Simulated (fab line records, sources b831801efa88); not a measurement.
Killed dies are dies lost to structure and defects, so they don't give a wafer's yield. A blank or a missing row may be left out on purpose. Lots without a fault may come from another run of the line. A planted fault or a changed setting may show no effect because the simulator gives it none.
fab line records | flow sky130
record lots=12 wafers=36 last_day=49
route steps=708 shown CAPM@551 CAP2M@604 VIA4@658 METAL5@664 PAD_OPEN@708
lots that met no fault: from a run of the same line without faults
start_h: hours from the record's first day to the start of the lot's first wafer shown | wait_h: hours since the lot's step before | " the same as in the row above | L1.1+2: a row that stands for several wafers | - no value, or no start given | * or withheld: withheld | < > ~ a bound
route shown NAME@n: a module of which the file shows steps, and the number in the route of the first | usual: mean/standard deviation of fault-free wafers | same: alike in all rows | chamber/n: place in a boat | sites: the reading at each site | _std_site: their standard deviation | _edge_site: outer sites' mean less inner sites' | radius_mm: how far each site lies from the wafer's centre | mask NAME#n: copy n | behind: the tool/chamber that last shaped the wafer | hold: why the lot was held/for how many hours/how that ended | device: the transistor (n, p or np) that didn't switch | end of line: the same wafers' tests at the end of the route | a step without rows: its recipe alone | killed: dies lost to structure and defects at the first sort, not the wafer's yield | map: a wafer's dies, x killed, . not, _ none there
set.NAME: the setting as run; set.NAME@STEP: as run at that earlier step | model.NAME: the simulator's own value behind a step, which no gauge read
steps of the route over a sample of lots; a table a step, a row a wafer
services: from which hour (start_h, from the record's first day; less than 0 if before it) a tool's chamber was out of use, for how many hours, and why
## steps
# step SKY_CAPM_STRIP_14
# recipe chemistry=O2/N2 power_w=1400 pressure_mtorr=1500 platen_temp_c=withheld o2_flow_sccm=3000 n2_flow_sccm=300 overash_fraction=0.5
# usual drypump_motor_current_A=5.57/0.25 oes_product_au=0.710/0.0046 strip_time_to_endpoint_s=12.65/0.042
# columns lot.wafer tool chamber start_h wait_h drypump_motor_current_A oes_product_au rf_hours_counter_h strip_time_to_endpoint_s
L995.2 plasma_asher-02 1 866.20 0.1 5.02 0.707 44 12.62
L995.3 " 0 " " 6.01 0.716 - 12.69
L995.4 " 1 " " 4.99 0.711 - 12.67
L996.3 plasma_asher-03 0 875.61 0.1 5.40 0.708 - 12.74
L996.4 " 1 " " 5.49 0.706 - 12.65
L996.5 " 0 " " 5.39 0.716 - 12.66
L997.1 plasma_asher-03 0 882.08 0.1 5.39 0.710 76 12.62
L997.2 " 1 " " 5.51 0.715 76 12.63
L997.6 " 1 " " 5.47 0.714 - 12.64
L998.1 plasma_asher-03 1 889.13 0.1 5.47 0.718 77 12.65
L998.5 " 0 " " 5.41 0.712 - 12.64
L998.6 " 1 " " 5.49 0.705 - 12.66
L999.1 plasma_asher-04 1 896.07 0.1 5.81 0.712 15 12.58
L999.2 " 0 " " 5.84 0.706 15 12.66
L999.3 " 0 " " 5.83 0.708 - 12.62
L101.1 plasma_asher-03 1 938.81 0.1 5.48 0.705 82 12.66
L101.3 " 0 " " 5.42 0.711 - 12.68
L101.4 " 1 " " 5.48 0.711 - 12.67
L102.1 plasma_asher-03 1 939.46 0.1 5.47 0.715 82 12.60
L102.3 " 0 " " 5.40 0.706 - 12.64
L102.4 " 1 " " 5.47 0.708 - 12.67
L103.2 plasma_asher-04 1 941.26 0.1 5.80 0.713 19 12.63
L103.5 " 1 " " 5.82 0.709 - 12.63
L103.6 " 0 " " 5.83 0.703 - 12.62
L104.1 plasma_asher-03 1 948.53 0.1 5.49 0.710 83 12.64
L104.3 " 0 " " 5.39 0.708 - 12.65
L104.6 " 1 " " 5.49 0.716 - 12.69
L110.2 plasma_asher-03 0 999.85 0.1 5.40 0.709 88 12.73
L110.5 " 0 " " 5.40 0.703 - 12.71
L110.6 " 1 " " 5.47 0.709 - 12.69
L113.3 plasma_asher-03 0 1016.11 0.1 5.39 0.698 - 12.65
L113.4 " 1 " " 5.46 0.704 - 12.66
L113.5 " 0 " " 5.39 0.709 - 12.66
L111.1 plasma_asher-03 1 1017.26 0.1 5.49 0.702 90 12.61
L111.5 " 0 " " 5.40 0.711 - 12.64
L111.6 " 1 " " 5.50 0.706 - 12.68
# step SKY_CAP2M_THK_MEAS_01
# recipe reads=SiO2_of_CAP2M_CVD_00
# usual CAP2M_CVD_00_THK=15.51/0.23
# columns lot.wafer tool chamber start_h wait_h CAP2M_CVD_00_THK[nm]
L995.2 film_metro-04 - 920.82 - 15.22
L995.3 " - " " 15.56
L995.4 " - " " 15.58
L996.3 film_metro-01 - 929.17 - 15.34
L996.4 " - " " 15.59
L996.5 " - " " 15.53
L997.1 film_metro-04 - 935.91 - 15.69
L997.2 " - " " 15.60
L997.6 " - " " 15.86
L998.1 film_metro-02 - 942.60 - 15.75
L998.5 " - " " 15.74
L998.6 " - " " 15.89
L999.1 film_metro-02 - 948.67 - 15.28
L999.2 " - " " 15.14
L999.3 " - " " 15.14
L102.1 film_metro-02 - 993.27 - 15.07
L102.3 " - " " 15.32
L102.4 " - " " 15.56
L101.1 film_metro-01 - 993.55 - 15.25
L101.3 " - " " 15.51
L101.4 " - " " 15.77
L103.2 film_metro-04 - 994.78 - 15.28
L103.5 " - " " 15.60
L103.6 " - " " 15.95
L104.1 film_metro-01 - 999.77 - 15.56
L104.3 " - " " 15.45
L104.6 " - " " 15.57
L110.2 film_metro-01 - 1048.36 - 15.57
L110.5 " - " " 15.61
L110.6 " - " " 15.59
L113.3 film_metro-02 - 1063.46 - 15.58
L113.4 " - " " 15.73
L113.5 " - " " 15.60
L111.1 film_metro-01 - 1065.61 - 15.21
L111.5 " - " " 15.44
L111.6 " - " " 15.81
# step SKY_VIA4_RS_MEAS_19
# recipe thk_meas_gauge=four-point-probe reads=W_of_VIA4_CVD_18+TiN_of_VIA4_SPUTTER_17
# usual VIA4_W_RS=0.2262/0.002
# columns lot.wafer tool chamber start_h wait_h VIA4_W_RS[ohm/sq]
L995.2 film_metro-04 - 995.63 0.1 0.2263
L995.3 " - " " 0.2275
L995.4 " - " " 0.2282
L996.3 film_metro-01 - 999.63 0.1 0.2252
L996.4 " - " " 0.2248
L996.5 " - " " 0.2281
L997.1 film_metro-01 - 1012.04 0.1 0.2243
L997.2 " - " " 0.2250
L997.6 " - " " 0.2272
L998.1 film_metro-04 - 1018.38 0.1 0.2248
L998.5 " - " " 0.2253
L998.6 " - " " 0.2268
L999.1 film_metro-03 - 1021.01 0.1 0.2242
L999.2 " - " " 0.2239
L999.3 " - " " 0.2259
L102.1 film_metro-01 - 1062.95 0.1 0.2223
L102.3 " - " " 0.2250
L102.4 " - " " 0.2238
L101.1 film_metro-03 - 1063.24 0.1 0.2273
L101.3 " - " " 0.2271
L101.4 " - " " 0.2255
L103.2 film_metro-04 - 1064.36 0.1 0.2257
L103.5 " - " " 0.2235
L103.6 " - " " 0.2266
L104.1 film_metro-01 - 1068.89 0.1 0.2274
L104.3 " - " " 0.2233
L104.6 " - " " 0.2267
L110.2 film_metro-04 - 1112.72 0.2 0.2258
L110.5 " - " " 0.2255
L110.6 " - " " 0.2276
L113.3 film_metro-04 - 1127.80 0.1 0.2249
L113.4 " - " " 0.2234
L113.5 " - " " 0.2267
L111.1 film_metro-01 - 1129.51 0.1 0.2288
L111.5 " - " " 0.2279
L111.6 " - " " 0.2259
# step SKY_METAL5_SPUTTER_03
# recipe material=Ti target_thk_nm=5 power_w=3000 time_s=3.3 chamber_pressure_pa=0.4
# usual throttle_valve_pct=29.5/1
# columns lot.wafer tool chamber start_h wait_h throttle_valve_pct
L995.2 pvd_sputter-04 - 996.19 0.0 30.7
L995.3 " - " " 27.2
L995.4 " - " " 30.0
L996.3 pvd_sputter-02 - 1000.26 0.0 29.2
L996.4 " - " " 29.5
L996.5 " - " " 29.4
L997.1 pvd_sputter-02 - 1012.78 0.0 29.9
L997.2 " - " " 29.2
L997.6 " - " " 30.2
L998.1 pvd_sputter-04 - 1018.96 0.0 27.2
L998.5 " - " " 30.0
L998.6 " - " " 30.0
L999.1 pvd_sputter-04 - 1021.59 0.0 30.2
L999.2 " - " " 27.0
L999.3 " - " " 30.7
L102.1 pvd_sputter-01 - 1063.80 0.0 29.6
L102.3 " - " " 29.3
L102.4 " - " " 30.6
L101.1 pvd_sputter-04 - 1063.96 0.0 27.2
L101.3 " - " " 30.7
L101.4 " - " " 30.3
L103.2 pvd_sputter-04 - 1065.04 0.0 30.1
L103.5 " - " " 30.5
L103.6 " - " " 27.3
L104.1 pvd_sputter-02 - 1069.47 0.0 29.3
L104.3 " - " " 30.3
L104.6 " - " " 29.1
L110.2 pvd_sputter-04 - 1113.28 0.0 30.8
L110.5 " - " " 30.2
L110.6 " - " " 30.0
L113.3 pvd_sputter-02 - 1128.73 0.0 29.2
L113.4 " - " " 29.2
L113.5 " - " " 30.4
L111.1 pvd_sputter-02 - 1131.13 0.0 30.1
L111.5 " - " " 30.1
L111.6 " - " " 29.4
# step SKY_PAD_OPEN_PROBE_99
# usual defect_limited_yield=82.5/1.9 killed_at_M0_to_M3=44/7.2 killed_at_M4_up=3.0/1.8 killed_at_contacts=24/5.4 killed_at_front_end=14/4.4 killed_at_other=0.4/0.64 killed_dies=86/9.4 killed_open=47/7.7 killed_short=39/5.8 sort_bin_3_pad_short=0.9/0.38 sort_bin_5_function=10.3/1.4 sort_bin_6_memory=6.4/1.2 sort_n_pass=406/9.4 sort_yield_pct=82.5/1.9
# same gross_dies=492 killed_at_back_side=0 sort_bin_4_leakage[%]=0 sort_bin_8_speed[%]=0
# columns lot.wafer tool chamber start_h wait_h hold defect_limited_yield[%] killed_at_M0_to_M3 killed_at_M4_up killed_at_contacts killed_at_front_end killed_at_other killed_dies killed_open killed_short sort_bin_3_pad_short[%] sort_bin_5_function[%] sort_bin_6_memory[%] sort_n_pass sort_yield_pct[%]
L995.2 prober-02 - 1066.16 0.1 - 80.3 50 2 23 21 1 97 53 43 0.6 11.8 7.3 395 80.3
L995.3 prober-02 - 1066.21 0.2 - 84.8 38 6 22 9 0 75 39 36 1.4 8.9 4.9 417 84.8
L995.4 prober-02 - 1066.26 0.2 - 83.9 42 0 27 10 0 79 39 40 0.6 10.6 4.9 413 83.9
L996.3 prober-01 - 1069.98 0.2 - 87.6 30 2 20 8 1 61 33 28 0 8.7 3.7 431 87.6
L996.4 prober-01 - 1070.03 0.2 - 82.3 43 5 19 20 0 87 46 41 0.8 12.0 4.9 405 82.3
L996.5 prober-01 - 1070.08 0.2 - 85.8 33 3 22 12 0 70 39 31 1.0 8.1 5.1 422 85.8
L997.1 prober-02 - 1081.17 0.1 - 85.6 34 4 23 10 0 71 37 34 0.8 8.7 4.9 421 85.6
L997.2 prober-02 - 1081.22 0.1 - 84.1 39 2 24 13 0 78 51 27 0.4 10.2 5.3 414 84.1
L997.6 prober-02 - 1081.42 0.2 - 82.7 48 4 19 14 0 85 40 44 1.8 11.2 4.3 407 82.7
L998.1 prober-01 - 1087.56 0.1 - 83.7 47 0 25 8 0 80 41 37 1.6 9.6 5.1 412 83.7
L998.5 prober-01 - 1087.76 0.2 - 83.5 35 3 23 20 0 81 43 37 0.8 11.0 4.7 411 83.5
L998.6 prober-01 - 1087.81 0.2 - 80.9 47 3 32 12 0 94 53 41 1.0 11.8 6.3 398 80.9
L999.1 prober-02 - 1089.41 0.1 - 82.7 42 1 20 21 1 85 41 44 1.2 10.0 6.1 407 82.7
L999.2 prober-02 - 1089.46 0.1 - 82.3 44 1 31 11 0 87 52 35 1.4 9.8 6.5 405 82.3
L999.3 prober-02 - 1089.51 0.2 - 77.4 57 2 39 13 0 111 52 59 0.8 13.2 8.5 381 77.4
L102.1 prober-02 - 1127.73 0.1 - 81.1 46 3 27 17 0 93 58 35 1.0 11.0 6.9 399 81.1
L102.3 prober-02 - 1127.83 0.2 - 84.6 31 2 28 13 2 76 45 29 0.4 9.3 5.7 416 84.6
L102.4 prober-02 - 1127.88 0.2 - 79.9 56 1 22 19 1 99 61 37 1.0 11.2 7.9 393 79.9
L101.1 prober-01 - 1129.11 0.1 - 81.9 46 4 27 12 0 89 54 35 1.0 10.8 6.3 403 81.9
L101.3 prober-01 - 1129.21 0.2 - 82.3 44 5 25 13 0 87 45 42 0.8 10.2 6.7 405 82.3
L101.4 prober-01 - 1129.26 0.2 - 76.8 77 3 19 15 0 114 66 48 1.4 12.6 9.1 378 76.8
L103.2 prober-02 - 1130.25 0.1 - 82.5 47 3 24 11 1 86 51 35 0.6 10.8 6.1 406 82.5
L103.5 prober-02 - 1130.40 0.2 - 81.5 41 7 29 14 0 91 50 41 1.0 9.6 7.9 401 81.5
L103.6 prober-02 - 1130.45 0.2 - 82.7 40 3 28 14 0 85 53 32 1.2 8.7 7.3 407 82.7
L104.1 prober-02 - 1132.08 0.1 - 82.1 43 3 26 16 0 88 51 37 1.0 10.4 6.5 404 82.1
L104.3 prober-02 - 1132.18 0.2 - 80.7 56 3 19 17 0 95 57 38 0.6 12.6 6.1 397 80.7
L104.6 prober-02 - 1132.33 0.2 - 81.5 53 1 21 16 0 91 45 46 1.0 10.0 7.5 401 81.5
L110.2 prober-01 - 1172.22 0.1 await_dispo/10.6h/release 74.8 38 3 24 7 52 124 37 35 2.8 16.9 5.5 368 74.8
L110.5 prober-01 - 1172.37 0.2 await_dispo/10.6h/release 73.6 36 0 22 13 59 130 43 28 3.0 15.7 7.7 362 73.6
L110.6 prober-01 - 1172.42 0.2 await_dispo/10.6h/release 73.6 51 2 23 9 45 130 39 46 2.2 18.5 5.7 362 73.6
L113.3 prober-02 - 1185.34 0.2 await_dispo/1.8h/release 73.0 41 4 22 14 52 133 45 36 2.8 15.7 8.5 359 73.0
L113.4 prober-02 - 1185.39 0.2 await_dispo/1.8h/release 72.2 38 5 25 19 50 137 46 42 3.0 19.1 5.7 355 72.2
L113.5 prober-02 - 1185.44 0.2 await_dispo/1.8h/release 73.0 32 4 32 13 52 133 43 38 2.0 17.5 7.5 359 73.0
L111.1 prober-02 - 1187.37 0.1 await_dispo/4.1h/release 73.6 36 2 25 20 47 130 46 38 2.8 17.5 6.1 362 73.6
L111.5 prober-02 - 1187.57 0.2 await_dispo/4.1h/release 72.4 47 3 17 12 57 136 48 31 3.7 16.9 7.1 356 72.4
L111.6 prober-02 - 1187.62 0.2 await_dispo/4.1h/release 71.5 57 3 20 9 51 140 49 40 1.8 16.5 10.2 352 71.5
# killed by level:class
L995.2 VIA3:geometric_particle:open=11 CONTACT:geometric_particle:open=9 VIA1:geometric_particle:open=8 CONTACT:geometric_particle:short=7 METAL2:geometric_particle:short=7 FIELD_ISO:geometric_particle:open=6 POLY_GATE:geometric_particle:short=5 VIA2:geometric_particle:short=5
L995.3 VIA1:geometric_particle:open=8 CONTACT:geometric_particle:open=7 LI_CONTACT:geometric_particle:open=7 METAL2:geometric_particle:short=7 VIA2:geometric_particle:open=5 METAL4:geometric_particle:short=4 FIELD_ISO:geometric_particle:short=3 METAL3:geometric_particle:short=3
L995.4 VIA3:geometric_particle:open=10 VIA1:geometric_particle:open=8 LOCAL_INTERCONNECT:geometric_particle:short=7 LI_CONTACT:geometric_particle:open=6 CONTACT:geometric_particle:open=6 CONTACT:geometric_particle:short=5 VIA1:geometric_particle:short=5 VIA2:geometric_particle:open=5
L996.3 LI_CONTACT:geometric_particle:open=8 VIA1:geometric_particle:open=8 CONTACT:geometric_particle:open=5 VIA3:geometric_particle:open=4 METAL2:geometric_particle:short=4 LI_CONTACT:geometric_particle:short=3 VIA2:geometric_particle:open=3 CONTACT:geometric_particle:short=3
L996.4 VIA1:geometric_particle:open=8 METAL2:geometric_particle:short=8 CONTACT:geometric_particle:open=7 FIELD_ISO:geometric_particle:open=6 METAL1:geometric_particle:short=6 POLY_GATE:geometric_particle:short=5 CONTACT:geometric_particle:short=5 VIA2:geometric_particle:open=5
L996.5 VIA1:geometric_particle:open=11 CONTACT:geometric_particle:open=8 METAL1:geometric_particle:short=7 POLY_GATE:geometric_particle:short=6 LI_CONTACT:geometric_particle:open=6 CONTACT:geometric_particle:short=5 POLY_GATE:geometric_particle:open=4 VIA3:geometric_particle:open=4
L997.1 LI_CONTACT:geometric_particle:open=9 VIA2:geometric_particle:open=8 CONTACT:geometric_particle:short=6 VIA1:geometric_particle:open=6 CONTACT:geometric_particle:open=4 VIA3:geometric_particle:open=4 METAL4:geometric_particle:short=4 FIELD_ISO:geometric_particle:open=3
L997.2 VIA1:geometric_particle:open=15 LI_CONTACT:geometric_particle:open=10 POLY_GATE:geometric_particle:open=6 VIA3:geometric_particle:open=6 CONTACT:geometric_particle:open=6 CONTACT:geometric_particle:short=4 VIA2:geometric_particle:short=4 VIA2:geometric_particle:open=4
L997.6 VIA1:geometric_particle:open=11 METAL2:geometric_particle:short=7 CONTACT:geometric_particle:short=7 VIA2:geometric_particle:short=6 VIA1:geometric_particle:short=6 VIA2:geometric_particle:open=6 VIA3:geometric_particle:open=5 FIELD_ISO:geometric_particle:short=4
L998.1 METAL1:geometric_particle:short=14 VIA1:geometric_particle:open=14 LI_CONTACT:geometric_particle:open=8 CONTACT:geometric_particle:open=7 CONTACT:geometric_particle:short=4 VIA1:geometric_particle:short=4 LOCAL_INTERCONNECT:geometric_particle:short=3 VIA2:geometric_particle:open=3
L998.5 VIA3:geometric_particle:open=9 CONTACT:geometric_particle:open=7 METAL1:geometric_particle:short=6 POLY_GATE:geometric_particle:open=5 LI_CONTACT:geometric_particle:open=5 VIA1:geometric_particle:open=5 FIELD_ISO:geometric_particle:short=4 LI_CONTACT:geometric_particle:short=4
L998.6 CONTACT:geometric_particle:open=16 VIA1:geometric_particle:open=14 FIELD_ISO:geometric_particle:short=7 LOCAL_INTERCONNECT:geometric_particle:short=6 VIA1:geometric_particle:short=6 VIA2:geometric_particle:open=6 VIA3:geometric_particle:open=6 METAL2:geometric_particle:short=5
L999.1 VIA1:geometric_particle:open=12 FIELD_ISO:geometric_particle:short=9 LI_CONTACT:geometric_particle:open=7 METAL1:geometric_particle:short=7 METAL2:geometric_particle:short=5 VIA2:geometric_particle:open=5 FIELD_ISO:geometric_particle:open=4 POLY_GATE:geometric_particle:short=4
L999.2 VIA3:geometric_particle:open=10 LI_CONTACT:geometric_particle:open=9 CONTACT:geometric_particle:open=9 VIA2:geometric_particle:open=8 VIA1:geometric_particle:open=7 METAL1:geometric_particle:short=6 CONTACT:geometric_particle:short=6 LI_CONTACT:geometric_particle:short=4
L999.3 VIA1:geometric_particle:open=15 LI_CONTACT:geometric_particle:open=12 METAL2:geometric_particle:short=11 CONTACT:geometric_particle:open=9 CONTACT:geometric_particle:short=7 METAL3:geometric_particle:short=6 METAL1:geometric_particle:short=6 LOCAL_INTERCONNECT:geometric_particle:short=5
L102.1 CONTACT:geometric_particle:open=14 VIA1:geometric_particle:open=13 VIA3:geometric_particle:open=7 VIA2:geometric_particle:open=7 FIELD_ISO:geometric_particle:short=6 LI_CONTACT:geometric_particle:open=6 METAL2:geometric_particle:short=6 CONTACT:geometric_particle:short=4
L102.3 CONTACT:geometric_particle:open=10 LI_CONTACT:geometric_particle:open=9 VIA1:geometric_particle:open=6 VIA2:geometric_particle:open=6 CONTACT:geometric_particle:short=5 VIA1:geometric_particle:short=5 VIA2:geometric_particle:short=5 POLY_GATE:geometric_particle:short=4
L102.4 VIA1:geometric_particle:open=16 CONTACT:geometric_particle:open=8 VIA2:geometric_particle:open=8 POLY_GATE:geometric_particle:open=6 METAL1:geometric_particle:short=6 FIELD_ISO:geometric_particle:open=5 LI_CONTACT:geometric_particle:open=5 CONTACT:geometric_particle:short=5
L101.1 VIA3:geometric_particle:open=10 VIA1:geometric_particle:open=8 LI_CONTACT:geometric_particle:open=7 CONTACT:geometric_particle:open=6 METAL1:geometric_particle:short=6 VIA2:geometric_particle:open=5 LOCAL_INTERCONNECT:geometric_particle:open=4 LOCAL_INTERCONNECT:geometric_particle:short=4
L101.3 VIA1:geometric_particle:open=12 CONTACT:geometric_particle:open=7 METAL2:geometric_particle:short=7 LOCAL_INTERCONNECT:geometric_particle:short=5 CONTACT:geometric_particle:short=5 METAL1:geometric_particle:short=5 METAL4:geometric_particle:short=5 POLY_GATE:geometric_particle:open=4
L101.4 VIA1:geometric_particle:open=18 VIA3:geometric_particle:open=10 METAL2:geometric_particle:short=9 METAL1:geometric_particle:short=8 VIA2:geometric_particle:open=8 VIA1:geometric_particle:short=7 CONTACT:geometric_particle:open=6 METAL2:geometric_particle:open=5
L103.2 VIA1:geometric_particle:open=17 CONTACT:geometric_particle:open=13 METAL1:geometric_particle:short=6 VIA3:geometric_particle:open=6 LOCAL_INTERCONNECT:geometric_particle:short=4 METAL3:geometric_particle:short=4 FIELD_ISO:geometric_particle:open=3 CONTACT:geometric_particle:short=3
L103.5 CONTACT:geometric_particle:open=12 VIA1:geometric_particle:open=12 VIA1:geometric_particle:short=7 LOCAL_INTERCONNECT:geometric_particle:short=7 METAL1:geometric_particle:short=5 VIA3:geometric_particle:open=5 FIELD_ISO:geometric_particle:open=4 POLY_GATE:geometric_particle:short=4
L103.6 CONTACT:geometric_particle:open=18 VIA1:geometric_particle:open=7 METAL1:geometric_particle:short=7 VIA2:geometric_particle:open=6 VIA3:geometric_particle:open=6 FIELD_ISO:geometric_particle:open=5 METAL2:geometric_particle:short=4 VIA3:geometric_particle:short=4
L104.1 CONTACT:geometric_particle:open=13 VIA1:geometric_particle:open=13 CONTACT:geometric_particle:short=7 VIA2:geometric_particle:open=7 VIA1:geometric_particle:short=6 LI_CONTACT:geometric_particle:open=6 VIA3:geometric_particle:open=5 FIELD_ISO:geometric_particle:short=4
L104.3 VIA1:geometric_particle:open=12 CONTACT:geometric_particle:open=10 VIA3:geometric_particle:open=7 METAL2:geometric_particle:short=7 FIELD_ISO:geometric_particle:short=6 LI_CONTACT:geometric_particle:open=6 METAL1:geometric_particle:short=6 VIA2:geometric_particle:open=6
L104.6 VIA1:geometric_particle:open=12 LI_CONTACT:geometric_particle:open=8 METAL3:geometric_particle:short=8 METAL2:geometric_particle:short=7 METAL1:geometric_particle:short=6 CONTACT:geometric_particle:open=5 VIA2:geometric_particle:open=5 VIA3:geometric_particle:short=5
L110.2 CAPM:unspecified=52 VIA1:geometric_particle:open=9 LI_CONTACT:geometric_particle:open=8 METAL2:geometric_particle:short=7 CONTACT:geometric_particle:open=7 LOCAL_INTERCONNECT:geometric_particle:short=4 VIA1:geometric_particle:short=4 VIA2:geometric_particle:open=4
L110.5 CAPM:unspecified=59 CONTACT:geometric_particle:open=11 METAL1:geometric_particle:short=8 VIA2:geometric_particle:open=7 VIA1:geometric_particle:open=6 LI_CONTACT:geometric_particle:open=4 CONTACT:geometric_particle:short=4 VIA3:geometric_particle:open=4
L110.6 CAPM:unspecified=45 METAL2:geometric_particle:short=10 CONTACT:geometric_particle:open=9 VIA3:geometric_particle:open=7 CONTACT:geometric_particle:short=6 METAL1:geometric_particle:short=6 VIA1:geometric_particle:short=6 VIA1:geometric_particle:open=6
L113.3 CAPM:unspecified=52 LI_CONTACT:geometric_particle:open=12 VIA1:geometric_particle:open=7 VIA2:geometric_particle:open=6 POLY_GATE:geometric_particle:open=5 CONTACT:geometric_particle:open=5 METAL2:geometric_particle:short=5 VIA3:geometric_particle:open=5
L113.4 CAPM:unspecified=49 VIA2:geometric_particle:open=8 POLY_GATE:geometric_particle:short=7 LI_CONTACT:geometric_particle:open=7 VIA3:geometric_particle:open=7 CONTACT:geometric_particle:open=6 VIA1:geometric_particle:open=6 METAL1:geometric_particle:short=5
L113.5 CAPM:unspecified=52 CONTACT:geometric_particle:open=15 VIA1:geometric_particle:open=12 LI_CONTACT:geometric_particle:open=8 FIELD_ISO:geometric_particle:short=7 METAL2:geometric_particle:short=7 LI_CONTACT:geometric_particle:short=5 LOCAL_INTERCONNECT:geometric_particle:short=3
L111.1 CAPM:unspecified=46 CONTACT:geometric_particle:open=17 VIA1:geometric_particle:open=8 POLY_GATE:geometric_particle:short=6 VIA3:geometric_particle:open=6 VIA2:geometric_particle:open=5 FIELD_ISO:geometric_particle:open=4 FIELD_ISO:geometric_particle:short=4
L111.5 CAPM:unspecified=57 VIA1:geometric_particle:open=10 VIA3:geometric_particle:open=8 FIELD_ISO:geometric_particle:open=7 METAL1:geometric_particle:short=6 METAL2:geometric_particle:short=6 LI_CONTACT:geometric_particle:open=5 CONTACT:geometric_particle:open=5
L111.6 CAPM:unspecified=51 VIA1:geometric_particle:open=15 CONTACT:geometric_particle:open=8 METAL1:geometric_particle:short=8 VIA2:geometric_particle:open=7 FIELD_ISO:geometric_particle:open=5 METAL2:geometric_particle:short=5 VIA3:geometric_particle:short=5
## services
# columns tool chamber start_h hours kind
plasma_asher-04 - 847.49 0.5 repair
pvd_sputter-02 - 850.07 1.9 repair
plasma_asher-02 - 874.32 1.9 repair
pvd_sputter-01 0 905.31 - consumable_replace:kit
pvd_sputter-01 0 905.31 18.0 scheduled_down
pvd_sputter-01 0 905.31 18.0 vent_cycle
plasma_asher-04 - 909.60 2.8 pm
pvd_sputter-04 - 925.17 3.5 repair
pvd_sputter-02 - 952.47 1.6 repair
pvd_sputter-04 3 996.26 - consumable_replace:kit
pvd_sputter-04 3 996.26 18.0 scheduled_down
pvd_sputter-04 3 996.26 18.0 vent_cycle
pvd_sputter-01 - 1020.04 27.1 repair
plasma_asher-02 - 1060.20 0.7 repair
pvd_sputter-04 2 1071.37 - consumable_replace:kit
pvd_sputter-04 2 1071.37 18.0 scheduled_down
pvd_sputter-04 2 1071.37 18.0 vent_cycle
pvd_sputter-02 - 1093.91 1.5 repair
pvd_sputter-02 2 1095.60 - consumable_replace:kit
pvd_sputter-02 2 1095.60 18.0 scheduled_down
pvd_sputter-02 2 1095.60 18.0 vent_cycle
pvd_sputter-01 - 1101.25 4.4 repair
pvd_sputter-01 3 1113.68 - consumable_replace:kit
pvd_sputter-01 - 1128.78 3.1 repair
## key
first_sign step=SKY_PAD_OPEN_PROBE_99 reading=killed_at_other direction=up sigmas=51 usual=0.4 struck=51.7
effect step=SKY_PAD_OPEN_PROBE_99 reading=sort_n_pass direction=down sigmas=4.9 usual=406 struck=359
met_at SKY_CAPM_STRIP_14
struck_lots L110,L111,L113
not_acting_at SKY_CAP2M_THK_MEAS_01,SKY_VIA4_RS_MEAS_19,SKY_METAL5_SPUTTER_03
onset_between 948.53 999.85
also_fits time
fault kind=chamber_particle_source tool=plasma_asher-03 chamber=- onset_h=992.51 steps=SKY_CAPM_STRIP_14 rate_per_visit_cm2=0.92195 end_h=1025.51
